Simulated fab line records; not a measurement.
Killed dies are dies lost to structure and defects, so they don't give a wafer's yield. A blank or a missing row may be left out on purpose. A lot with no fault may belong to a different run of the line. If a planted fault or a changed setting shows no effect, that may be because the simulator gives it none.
Problem report in the 8D (eight disciplines) form, filled by code -- flow gf180mcu -- the parts of the form that need people (team, actions taken, sign-off) are left out

## 1. THE ISSUE
Wafers without a fault read 420.3 nm, standard deviation 2.3; cdNm at GF_SAB_CD_MEAS_09 reads a mean of 398.1 nm on 2 wafers belonging to 2 lots. That is -9.7 standard deviations from the usual mean.
The step: target cd 420 nm.
Seen first at day 18 13:20 on cdSem-01, wafer L475.4. Wafers with a number at this step in the record: 41, from 14 lots. Rule for "out", or "out of limits": more than 4 standard deviations from the usual mean. The rest of the wafers with a number are treated as sound.

## 2. WHAT THIS IS AND IS NOT
question,is,is not
which readings at this step,cdNm,-
which lots,"L475, L479","L467, L468, L469, L470, L471, L472, L473, L483, L487, L488, L489, L490"
which wafers of those lots,"L475.4, L479.4","L475.1, L475.2, L479.2"
read on which gauges,"cdSem-01, cdSem-02",-
when,from day 18 13:20,"up to then (23 sound wafers); but 16 sound wafers of L479, L483, L487, L488, L489, L490 came after"

## 3. WHAT RULES OUT EACH SUSPECT
Counting: if a tool at a process step up to the reading ran every lot that is out, it stays a suspect. Sound lots after the first of them don't rule it out here, since some wafers of a struck lot are sound.
- ruled out: the gauge at GF_SAB_CD_MEAS_09. 2 gauges (cdSem-01, cdSem-02) read the wafers that are out.
- ilineStepper-02 at GF_SAB_EXPOSE_06 (exposes mask SAB, target cd 420 nm): kept. Ran every lot that is out, first one L475 (day 18 01:53); last sound lot up to then L473 (day 17 02:39).
After counting, what remains is ilineStepper-02 at GF_SAB_EXPOSE_06.

## 4. THE CAUSE (what the simulator had put in)
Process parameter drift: ilineStepper-02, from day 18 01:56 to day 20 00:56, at GF_SAB_EXPOSE_06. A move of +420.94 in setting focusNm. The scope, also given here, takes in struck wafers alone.
After counting, this tool was the only one left.

## 5. THE EFFECT CHAIN, in route order
One row per reading whose mean, taken over the struck wafers that have a number, lies over 3 standard deviations from the usual. Only readings whose record carries a usual standard deviation are examined. hours: median over the lots of the time between each lot's start at the first step of this table that gives one and its start at this step. sigmas: the change, counted in usual standard deviations.
hours,step,reading,usual,on struck wafers,change,sigmas
0,GF_SAB_CD_MEAS_09,cdNm,420.3 nm,398.1,-22.2,-9.7
Later measuring or inspecting steps at which every struck wafer that the step has a row for has a number for every such reading, and none has moved that far: GF_CONTACT_CD_MEAS_14.

## 6. HOW IT WOULD HAVE BEEN CAUGHT EARLIER
The first out-of-limits reading at a measuring or inspecting step in this record came at day 18 13:20, 11 hours after the fault's start at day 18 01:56.
Lots out: 2; of these, L479 started GF_SAB_EXPOSE_06 on ilineStepper-02 after day 18 13:20. Had the tool been put on hold then, it would have been spared.
